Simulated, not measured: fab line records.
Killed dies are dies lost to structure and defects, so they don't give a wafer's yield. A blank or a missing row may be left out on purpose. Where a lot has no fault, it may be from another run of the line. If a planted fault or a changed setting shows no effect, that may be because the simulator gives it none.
The tool behind it: which one?	flow gf180mcu	13 lots with 39 wafers sampled at 5 steps, on a route of 602 steps

WHAT EACH GAUGE READ, for each wafer
GF_M1_OVL_MEAS_15.
lot	measured	on	M1_OVL (nm)
L815	day 17 06:04	overlay-01	-1 4 2
L816	day 17 18:10	overlay-02	1 3 2
L818	day 19 02:40	overlay-02	7 15 10
L821	day 20 01:49	overlay-01	1 6 1
L824	day 21 03:02	overlay-01	0 3 4
L825	day 21 10:18	overlay-02	9 9 15
L832	day 23 17:07	overlay-01	1 3 3
L833	day 24 02:04	overlay-02	-4 4 -4
L834	day 24 05:13	overlay-01	0 2 -6
L835	day 24 17:45	overlay-01	-8 -6 -5
L836	day 25 00:49	overlay-02	-2 -4 4
L837	day 25 11:51	overlay-02	12 6 14
L838	day 25 22:37	overlay-01	4 9 4

GF_V1_THK_MEAS_01.
lot	measured	on	V1_CVD_00_THK (nm)
L815	day 17 06:53	film-metro-02	607 609 610
L816	day 17 18:56	film-metro-01	595 600 602
L818	day 19 03:29	film-metro-04	593 612 599
L821	day 20 02:35	film-metro-01	489 482 493
L824	day 21 03:56	film-metro-02	479 474 479
L825	day 21 11:12	film-metro-02	607 594 599
L832	day 23 17:55	film-metro-04	602 584 597
L833	day 24 02:52	film-metro-04	592 592 594
L834	day 24 06:01	film-metro-01	595 601 605
L835	day 24 18:31	film-metro-02	596 596 599
L836	day 25 01:36	film-metro-04	584 591 586
L837	day 25 12:37	film-metro-04	600 599 590
L838	day 25 23:25	film-metro-04	607 591 608

GF_V1_THK_MEAS_03.
lot	measured	on	V1_CVD_02_THK (nm)
L815	day 17 07:01	film-metro-04	835 839 847
L816	day 17 19:06	film-metro-04	836 837 847
L818	day 19 03:37	film-metro-02	846 848 862
L821	day 20 02:43	film-metro-04	831 822 843
L824	day 21 04:04	film-metro-04	816 836 856
L825	day 21 11:20	film-metro-01	827 835 820
L832	day 23 18:03	film-metro-01	817 834 825
L833	day 24 03:00	film-metro-02	841 862 850
L834	day 24 06:09	film-metro-02	827 832 859
L835	day 24 18:39	film-metro-01	828 811 842
L836	day 25 01:44	film-metro-01	831 854 838
L837	day 25 12:45	film-metro-01	817 836 831
L838	day 25 23:32	film-metro-02	834 854 852

WHICH TOOL RAN EACH LOT (tool, then ch and the chambers of the sampled wafers, then the start)
lot	GF_M1_SPUTTER_03	GF_V1_CVD_00
L815	pvd-sputter-01, day 16 06:19	hdpcvd-02 ch 0,1, day 17 06:47
L816	pvd-sputter-01, day 16 18:46	hdpcvd-01 ch 1,2, day 17 18:52
L818	pvd-sputter-01, day 18 02:11	hdpcvd-02 ch 0,2, day 19 03:25
L821	pvd-sputter-01, day 19 00:46	hdpcvd-02 ch 0,1, day 20 02:30
L824	pvd-sputter-01, day 20 01:52	hdpcvd-02 ch 1,2, day 21 03:52
L825	pvd-sputter-01, day 20 09:52	hdpcvd-01 ch 0,1,2, day 21 11:08
L832	pvd-sputter-01, day 22 18:35	hdpcvd-01 ch 0,1,2, day 23 17:51
L833	pvd-sputter-04, day 23 03:41	hdpcvd-02 ch 1,2, day 24 02:46
L834	pvd-sputter-04, day 23 06:46	hdpcvd-01 ch 0,2, day 24 05:57
L835	pvd-sputter-02, day 23 19:00	hdpcvd-02 ch 1,2, day 24 18:27
L836	pvd-sputter-02, day 24 01:52	hdpcvd-02 ch 1,2, day 25 01:31
L837	pvd-sputter-02, day 24 13:52	hdpcvd-01 ch 0,1,2, day 25 12:33
L838	pvd-sputter-01, day 25 00:05	hdpcvd-01 ch 1,2, day 25 23:20
- GF_M1_SPUTTER_03: material Ti, target thk 10 nm, time 6.7 s.
- GF_V1_CVD_00: deposits SiO2, target thk 600 nm, time 100 s.

AS READ BY THE TOOLS THEMSELVES (means over the sampled wafers that have a number; for cases with no such wafer, the mark the record gives instead)
GF_M1_SPUTTER_03.
lot	tool	throttle-valve-pct (%)
L815	pvd-sputter-01	30.9
L816	pvd-sputter-01	30.7
L818	pvd-sputter-01	30.2
L821	pvd-sputter-01	30.8
L824	pvd-sputter-01	30.6
L825	pvd-sputter-01	30.7
L832	pvd-sputter-01	30.2
L833	pvd-sputter-04	29.3
L834	pvd-sputter-04	29.3
L835	pvd-sputter-02	30.0
L836	pvd-sputter-02	31.3
L837	pvd-sputter-02	29.9
L838	pvd-sputter-01	30.3

GF_V1_CVD_00.
lot	tool	sih4-flow-sccm (sccm)
L815	hdpcvd-02	59.71
L816	hdpcvd-01	60.14
L818	hdpcvd-02	60.11
L821	hdpcvd-02	47.97
L824	hdpcvd-02	48.02
L825	hdpcvd-01	59.95
L832	hdpcvd-01	60.09
L833	hdpcvd-02	59.92
L834	hdpcvd-01	60.13
L835	hdpcvd-02	60.07
L836	hdpcvd-02	59.86
L837	hdpcvd-01	59.84
L838	hdpcvd-01	60.03

THE ANSWER, worked out from the rows above alone
Rule: the usual values come from the lots themselves. Put in order of their means at a reading, lots are off if they are a third of the lots or fewer, leave a main group of 4 or more, and stand apart from it by a gap of 3 or more times the standard deviation of the main group's means; of several such gaps the widest counts. The tables above print the reading to a certain number of digits; a main group whose means all agree to those digits is not used. Also off: a lot with no number at a reading for which 4 or more lots have one. The other lots that the step has rows for count as sound. Order of review: gauges by route order, followed by the tools' own readings, for which a lot's mean as printed above is used. The first step at which some lot is off is used, and at that step the reading that is off furthest; a lot without a number counts as furthest.
Off: L821, L824, seen at GF_V1_THK_MEAS_01 (V1_CVD_00_THK). The main group has a mean of 598 nm with a standard deviation of 5.4.
A tool fits if, at a process step before that reading, it ran every lot that is off, and no sound lot after the first of them. Not tried: the gauges at GF_V1_THK_MEAS_01; whatever is off there is also off at GF_V1_CVD_00, on other tools, and gauge error can't account for it. None of those tried fits.

WHAT THE SIMULATOR HAD INSERTED
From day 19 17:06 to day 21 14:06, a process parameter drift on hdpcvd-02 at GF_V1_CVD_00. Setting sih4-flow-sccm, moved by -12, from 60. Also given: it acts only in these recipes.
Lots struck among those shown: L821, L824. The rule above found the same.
